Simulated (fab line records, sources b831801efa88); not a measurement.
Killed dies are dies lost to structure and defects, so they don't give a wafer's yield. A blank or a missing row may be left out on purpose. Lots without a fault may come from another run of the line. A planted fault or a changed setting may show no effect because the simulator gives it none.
A struck lot beside a sound one | flow sky130 | 16 steps out of a route of 708
Sound: wafers L325.1, L325.2, L325.6. Struck: wafer L322.4. (L322.2 of the same lot was not struck and is left out.) The cause comes at the end.
At each step with rows: each side's tool, then ch and its chambers, then its first start. Under that, the readings that differ: sound wafers | struck wafers | difference of the means | sigmas: that difference in standard deviations of wafers without a fault.
alike: readings whose means differ by less than 2 such deviations, and words and numbers that are the same on both sides. not compared: withheld readings, readings that some wafer has no value for, bounds like >300 that may hide the same value, and numbers for which the record gives no deviation and whose values overlap.
The two part at a step that has a row with sigmas, a row that says differs or no value, or rows on one side only. Numbers that don't overlap but have no deviation are shown without sigmas and don't part them. A reading that every wafer of one side lacks parts them only if that side has two wafers or more.

SKY_FIELD_ISO_THK_MEAS_02:
  sound on film_metro-02, day 6 11:10; struck on film_metro-02, day 5 15:29
  reading                         | sound             | struck | difference | sigmas
  FIELD_ISO_OXIDATION_00_THK (nm) | 11.23 11.53 11.42 | 12.12  | +0.73      | +3
then, 1 step without rows for these wafers: SKY_FIELD_ISO_CVD_03 (deposits Si3N4 from DCS/NH3, target thk 165 nm, time 2830 s).
SKY_FIELD_ISO_THK_MEAS_04:
  sound on film_metro-02, day 6 13:01; struck on film_metro-02, day 5 18:07
  alike: FIELD_ISO_CVD_03_THK
then, 8 steps without rows for these wafers: SKY_FIELD_ISO_DEHYDRATE_05 (time 60 s); SKY_FIELD_ISO_HMDS_06 (prime time 60 s); SKY_FIELD_ISO_COAT_07 (resist thk 60 nm); SKY_FIELD_ISO_COAT_08 (resist thk 450 nm); SKY_FIELD_ISO_SOFTBAKE_09 (time 90 s); SKY_FIELD_ISO_EXPOSE_10 (exposes mask FOM, target cd 150 nm); SKY_FIELD_ISO_PEB_11; SKY_FIELD_ISO_DEVELOP_12 (develop time 60 s).
SKY_FIELD_ISO_CD_MEAS_13: target cd 150 nm.
  sound on cd_sem-02, day 7 07:29; struck on cd_sem-01, day 6 10:59
  alike: cd_nm
SKY_FIELD_ISO_ETCH_14: etches BARC in N2/H2, stops on SiO2, time 45.9 s, target depth 60 nm.
  sound on rie_diel-03 ch 1,3, day 7 07:37; struck on rie_diel-04 ch 1, day 6 11:05
  reading                                          | sound             | struck | difference | sigmas
  oes_product_au (a.u.)                            | 0.854 0.860 0.844 | 0.926  | +0.073     | +15
  run_length_s (s)                                 | 74.8 74.7 74.0    | 69.6   | -4.9       | -14
  model.KrF-thick_of_FIELD_ISO_COAT_08.thk_nm (nm) | 389.8 392.1 392.4 | 397.6  | +6.2       |
  alike: drypump_motor_current_A, throttle_valve_pct
  not compared: rf_hours_counter_h
SKY_FIELD_ISO_ETCH_15: etches the open film in CHF3/O2, stops on Si, target depth 180 nm, time 72 s.
  sound on rie_diel-03 ch 1,3, day 7 07:39; struck on rie_diel-04 ch 1, day 6 11:08
  reading                                          | sound           | struck | difference | sigmas
  model.KrF-thick_of_FIELD_ISO_COAT_08.thk_nm (nm) | 234.5 241 242.1 | 243.4  | +4.2       |
  alike: drypump_motor_current_A, oes_product_au, run_length_s, throttle_valve_pct
  not compared: rf_hours_counter_h
SKY_FIELD_ISO_STRIP_16: strips in O2/N2.
  sound on plasma_asher-02 ch 0,1, day 7 07:42; struck on plasma_asher-03 ch 1, day 6 11:11
  alike: drypump_motor_current_A, oes_product_au, strip_time_to_endpoint_s
  not compared: rf_hours_counter_h
-- the record jumps here: 44 days lie between the struck wafers' starts before and after (it left off in module FIELD_ISO and takes up again in module PAD_OPEN, whose first step shown is number 708 of the route) --
SKY_PAD_OPEN_PROBE_99:
  the record has rows for the struck wafers here (prober-01, day 50 15:25) and none for the sound ones

WHERE THEY PART
First at SKY_FIELD_ISO_THK_MEAS_02; last, within this record, at SKY_PAD_OPEN_PROBE_99.

WHY: what the simulator had put in
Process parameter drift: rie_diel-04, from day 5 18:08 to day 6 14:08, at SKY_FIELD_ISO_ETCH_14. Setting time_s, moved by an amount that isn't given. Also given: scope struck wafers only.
